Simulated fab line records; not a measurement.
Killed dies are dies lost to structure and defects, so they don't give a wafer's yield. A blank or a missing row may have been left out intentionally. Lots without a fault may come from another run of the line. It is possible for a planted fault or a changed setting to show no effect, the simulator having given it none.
One fault through the eyes of 2 desks + flow sky130 + each desk holds nothing but its own numbers, with what lay behind them at the end

## THE METROLOGY DESK
What the gauges read, lot by lot, whatever tool the lot ran on: means of the sampled wafers that have a number. Any lot whose mean is over 4 standard deviations away from the usual mean is out of limits and marked OUT; that distance is given in the brackets.
Columns: A = CONTACT_W_RS at SKY_CONTACT_RS_MEAS_25, usual 0.339 ohm/sq; B = CONTACT_W_THK at SKY_CONTACT_THK_MEAS_26, usual 349 nm
| lot  | first seen here | A     | B   |
|------|-----------------|-------|-----|
| L521 | day 31 09:21    | 0.337 | 356 |
| L532 | day 35 02:28    | 0.340 | 354 |
| L534 | day 36 13:32    | 0.337 | 356 |
| L536 | day 36 21:17    | 0.343 | 338 |
| L542 | day 38 04:19    | 0.343 | 346 |
This desk found nothing out of limits on any of the 5 lots.

## FOR THE TOOL OWNER'S DESK: pvd sputter-02
The tool's own readings at SKY_METAL1_SPUTTER_01 (material TiN, target thk 20 nm, time 16.7 s): means of the sampled wafers that have a number, for each lot that ran on this tool. Any lot whose mean is over 4 standard deviations away from the usual mean is out of limits and marked OUT; that distance is given in the brackets.
Columns: A = throttle valve pct at SKY_METAL1_SPUTTER_01, usual 29.9 %
| lot  | first seen here | A    |
|------|-----------------|------|
| L532 | day 35 02:58    | 29.7 |
This desk's finding: nothing out of limits on the one lot.

## ALL TOGETHER
The metrology desk saw nothing out of limits.
The desk of the tool owner found nothing out of limits.

## WHAT THE SIMULATOR PUT IN
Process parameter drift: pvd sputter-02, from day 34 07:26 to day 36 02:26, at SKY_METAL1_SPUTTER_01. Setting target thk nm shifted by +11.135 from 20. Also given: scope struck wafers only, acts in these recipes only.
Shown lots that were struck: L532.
